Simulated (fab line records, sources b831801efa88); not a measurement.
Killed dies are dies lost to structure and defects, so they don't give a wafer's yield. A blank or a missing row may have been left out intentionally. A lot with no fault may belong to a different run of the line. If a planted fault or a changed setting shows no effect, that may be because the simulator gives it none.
Which tool did it?	flow sky130	11 lots (33 wafers sampled), 1 step of a 708-step route

## WHAT THE GAUGES READ, wafer by wafer
SKY_CAPM_THK_MEAS_01.
lot	measured	on	CAPM_CVD_00_THK (nm)
L186	day 36 22:37	film-metro-01	15.69 15.28 15.64
L189	day 38 01:57	film-metro-02	15.40 15.52 15.83
L191	day 38 21:04	film-metro-01	15.24 14.93 15.26
L192	day 38 21:39	film-metro-04	15.47 15.59 15.70
L193	day 39 20:35	film-metro-02	15.24 15.38 15.61
L195	day 40 03:34	film-metro-02	15.04 14.93 15.30
L197	day 40 10:01	film-metro-01	15.80 15.63 15.74
L196	day 40 15:02	film-metro-01	15.41 15.65 15.69
L198	day 40 16:37	film-metro-02	15.84 15.71 15.98
L199	day 41 01:13	film-metro-02	15.41 15.60 15.66
L206	day 42 22:06	film-metro-02	14.65 15.61 15.24

## TOOL THAT RAN EACH LOT (tool first, then ch and the chambers of the sampled wafers, then the start)
Before these readings, the record contains no process step.

## THE ANSWER, worked out from the rows above alone
Rule: usual is defined by the lots themselves. The widest of any qualifying gaps counts: lots, ordered by their means at a reading, are off when they make up no more than a third of the lots, leave a main group of 4 or more, and stand apart from it by 3 or more times the standard deviation of that group's means. A main group is skipped when, at the precision printed for the reading in the tables above, its means are all equal. A lot without any number at a reading at which 4 lots or more have one is off too. The other lots that the step has rows for count as sound.
No lot is off on any of the readings shown, so nothing can be concluded from this.

## WHAT HAD BEEN PUT IN BY THE SIMULATOR
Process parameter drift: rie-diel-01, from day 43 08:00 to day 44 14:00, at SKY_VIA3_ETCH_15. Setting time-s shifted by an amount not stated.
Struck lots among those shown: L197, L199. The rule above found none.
